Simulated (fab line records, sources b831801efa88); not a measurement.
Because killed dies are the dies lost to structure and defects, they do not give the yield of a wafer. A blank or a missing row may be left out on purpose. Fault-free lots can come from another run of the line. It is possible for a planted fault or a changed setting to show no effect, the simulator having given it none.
Which tool did it? | flow sky130 | Sampling: 15 lots, 45 wafers, 5 of 708 route steps

WHAT THE GAUGES SHOWED, per wafer
SKY_VIA1_OVL_MEAS_13. Usual: VIA1_OVL gives 3 nm (standard deviation 5.7).
lot  | measured     | on         | VIA1_OVL (nm) | flag
L491 | day 34 02:47 | overlay-01 | 6 2 -7        |
L493 | day 35 00:25 | overlay-01 | 5 3 -1        |
L492 | day 35 01:52 | overlay-02 | -2 4 2        |
L495 | day 35 09:31 | overlay-01 | 10 -3 -1      |
L496 | day 35 14:38 | overlay-01 | -1 -4 -10     |
L499 | day 36 18:13 | overlay-01 | -2 -3 4       |
L500 | day 36 19:12 | overlay-02 | -2 3 -7       |
L501 | day 37 07:25 | overlay-01 | 8 8 11        |
L502 | day 37 17:01 | overlay-02 | 8 10 5        |
L503 | day 37 21:34 | overlay-01 | 0 6 -6        |
L506 | day 38 17:56 | overlay-01 | 10 8 -1       |
L510 | day 40 00:21 | overlay-01 | 12 3 16       |
L511 | day 40 00:53 | overlay-02 | 0 4 7         |
L513 | day 40 11:32 | overlay-01 | 2 -1 11       |
L514 | day 40 22:01 | overlay-01 | 0 2 2         |

SKY_VIA2_THK_MEAS_01. Usual: VIA2_HDPCVD_THK gives 1177 nm (standard deviation 11).
lot  | measured     | on            | VIA2_HDPCVD_THK (nm) | flag
L491 | day 35 07:44 | film-metro-04 | 1163 1168 1166       |
L493 | day 36 05:35 | film-metro-04 | 1179 1195 1178       |
L492 | day 36 07:17 | film-metro-02 | 1201 1189 1194       |
L495 | day 36 14:39 | film-metro-01 | 1176 1195 1173       |
L496 | day 36 19:24 | film-metro-04 | 1166 1173 1179       |
L499 | day 37 21:56 | film-metro-01 | 1175 1180 1175       |
L500 | day 37 23:48 | film-metro-04 | 1181 1168 1178       |
L501 | day 38 11:15 | film-metro-02 | 1174 1171 1184       |
L502 | day 38 21:03 | film-metro-01 | 1183 1195 1192       |
L503 | day 39 01:59 | film-metro-02 | 1199 1185 1201       |
L506 | day 39 20:32 | film-metro-01 | 1154 1165 1152       |
L510 | day 41 03:29 | film-metro-01 | 1170 1157 1163       |
L511 | day 41 04:22 | film-metro-02 | 1184 1183 1179       |
L513 | day 41 14:40 | film-metro-04 | 1161 1177 1159       |
L514 | day 42 00:58 | film-metro-04 | 1196 1182 1183       |

SKY_VIA2_BOW_MEAS_03. Usual: VIA2_BOW gives 87 um (standard deviation 7.5).
lot  | measured     | on            | VIA2_BOW (um) | flag
L491 | day 35 08:06 | film-metro-04 | 89 93 82      |
L493 | day 36 05:56 | film-metro-01 | 85 85 91      |
L492 | day 36 07:40 | film-metro-04 | 82 87 70      |
L495 | day 36 15:01 | film-metro-04 | 83 88 84      |
L496 | day 36 19:46 | film-metro-04 | 102 80 88     |
L499 | day 37 22:19 | film-metro-04 | 81 87 101     |
L500 | day 38 00:11 | film-metro-04 | 85 90 87      |
L501 | day 38 11:38 | film-metro-02 | 116 116 128   | OFF
L502 | day 38 21:26 | film-metro-02 | 123 116 98    | OFF
L503 | day 39 02:21 | film-metro-04 | 108 110 126   | OFF
L506 | day 39 20:55 | film-metro-04 | 85 71 93      |
L510 | day 41 03:50 | film-metro-02 | 92 78 92      |
L511 | day 41 04:43 | film-metro-01 | 82 98 79      |
L513 | day 41 15:05 | film-metro-01 | 85 92 86      |
L514 | day 42 01:20 | film-metro-02 | 89 88 85      |

WHAT TOOL EACH LOT RAN ON (gives the tool, then ch and the chambers of the sampled wafers, and finally the start)
lot  | SKY_VIA1_ETCH_15                   | SKY_VIA2_CMP_02
L491 | rie-diel-01 ch 0,1,3, day 34 02:52 | cmp-02 ch 0,2,3, day 35 07:54
L493 | rie-diel-04 ch 2,3, day 35 00:30   | cmp-02 ch 0,1,3, day 36 05:41
L492 | rie-diel-02 ch 0,1,2, day 35 01:56 | cmp-02 ch 0,1,3, day 36 07:23
L495 | rie-diel-02 ch 0,1,3, day 35 09:35 | cmp-01 ch 0,1,2, day 36 14:42
L496 | rie-diel-02 ch 0,1,3, day 35 14:43 | cmp-02 ch 0,1,3, day 36 19:33
L499 | rie-diel-04 ch 2,3, day 36 18:18   | cmp-01 ch 2,3, day 37 21:59
L500 | rie-diel-02 ch 1,2, day 36 19:16   | cmp-01 ch 0,3, day 37 23:50
L501 | rie-diel-02 ch 1,2,3, day 37 07:29 | cmp-01 ch 1,2,3, day 38 11:23
L502 | rie-diel-01 ch 0,1,3, day 37 17:05 | cmp-01 ch 0,1, day 38 21:08
L503 | rie-diel-02 ch 0,1,2, day 37 21:39 | cmp-01 ch 0,1,2, day 39 02:03
L506 | rie-diel-04 ch 2,3, day 38 18:01   | cmp-01 ch 0,2,3, day 39 20:41
L510 | rie-diel-01 ch 0,1,2, day 40 00:26 | cmp-01 ch 0,2,3, day 41 03:32
L511 | rie-diel-02 ch 1,2,3, day 40 00:58 | cmp-02 ch 1,2,3, day 41 04:25
L513 | rie-diel-04 ch 0,2,3, day 40 11:36 | cmp-02 ch 1,2,3, day 41 14:51
L514 | rie-diel-02 ch 0,1,3, day 40 22:06 | cmp-01 ch 1,2,3, day 42 01:01
- SKY_VIA1_ETCH_15: etches SiO2 in C4F8/O2/Ar, stops on TiN, target depth 351 nm, time 54 s.
- SKY_VIA2_CMP_02: polishes SiO2.

WHAT THE TOOLS THEMSELVES READ (means of the sampled wafers that have a number; where no wafer has one, the mark that the record gives instead)
SKY_VIA1_ETCH_15. Usual: oes-product-au 0.982 a.u., standard deviation 0.0058.
lot  | tool        | oes-product-au (a.u.) | flag
L491 | rie-diel-01 | 0.989                 |
L493 | rie-diel-04 | 0.986                 |
L492 | rie-diel-02 | 0.982                 |
L495 | rie-diel-02 | 0.983                 |
L496 | rie-diel-02 | 0.984                 |
L499 | rie-diel-04 | 0.979                 |
L500 | rie-diel-02 | 0.987                 |
L501 | rie-diel-02 | 0.985                 |
L502 | rie-diel-01 | 0.973                 |
L503 | rie-diel-02 | 0.982                 |
L506 | rie-diel-04 | 0.984                 |
L510 | rie-diel-01 | 0.978                 |
L511 | rie-diel-02 | 0.985                 |
L513 | rie-diel-04 | 0.982                 |
L514 | rie-diel-02 | 0.981                 |

SKY_VIA2_CMP_02. Usual: edge-zone-pressure-frac 1.000, standard deviation 0.005; head-pressure-psi 4.001 psi, standard deviation 0.0086; motor-current-A 11.7 A, standard deviation 0.95.
lot  | tool   | edge-zone-pressure-frac | head-pressure-psi (psi) | motor-current-A (A) | flag
L491 | cmp-02 | 0.998                   | 4.007                   | 12.3                |
L493 | cmp-02 | 1.003                   | 3.995                   | 11.6                |
L492 | cmp-02 | 1.004                   | 4.009                   | 11.1                |
L495 | cmp-01 | 0.998                   | 3.992                   | 12.0                |
L496 | cmp-02 | 0.997                   | 4.001                   | 11.4                |
L499 | cmp-01 | 0.997                   | 4.008                   | 11.9                |
L500 | cmp-01 | 1.000                   | 4.002                   | 11.5                |
L501 | cmp-01 | -                       | -                       | -                   | OFF
L502 | cmp-01 | -                       | -                       | -                   | OFF
L503 | cmp-01 | -                       | -                       | -                   | OFF
L506 | cmp-01 | 1.001                   | 3.999                   | 12.0                |
L510 | cmp-01 | 1.000                   | 4.009                   | 12.0                |
L511 | cmp-02 | 0.996                   | 4.004                   | 11.2                |
L513 | cmp-02 | 0.994                   | 4.004                   | 11.2                |
L514 | cmp-01 | 0.996                   | 3.997                   | 11.9                |

THE ANSWER, worked out from the rows above alone
Rule: a lot counts as off when the mean over its wafers that have a number is more than 3 standard deviations away from the usual mean. A lot without any number at a reading at which 4 lots or more have one is off too. Where the step has rows for the other lots, those lots are counted as sound. First the gauges in route order, then the tools' own readings, where a lot's mean is used as printed above. At the first step where some lot is off, the reading lying furthest off is the one used; lots without a number count as furthest.
Off: L501, L502, L503, at SKY_VIA2_BOW_MEAS_03 (VIA2_BOW).
A tool fits if, at a process step before that reading, it ran every lot that is off, and no sound lot after the first of them. The gauges at SKY_VIA2_BOW_MEAS_03 aren't tried: what is off there is off at SKY_VIA2_CMP_02 too, on other tools, and a gauge's error can't cause that. None of those tried fits.

WHAT WAS PUT IN BY THE SIMULATOR
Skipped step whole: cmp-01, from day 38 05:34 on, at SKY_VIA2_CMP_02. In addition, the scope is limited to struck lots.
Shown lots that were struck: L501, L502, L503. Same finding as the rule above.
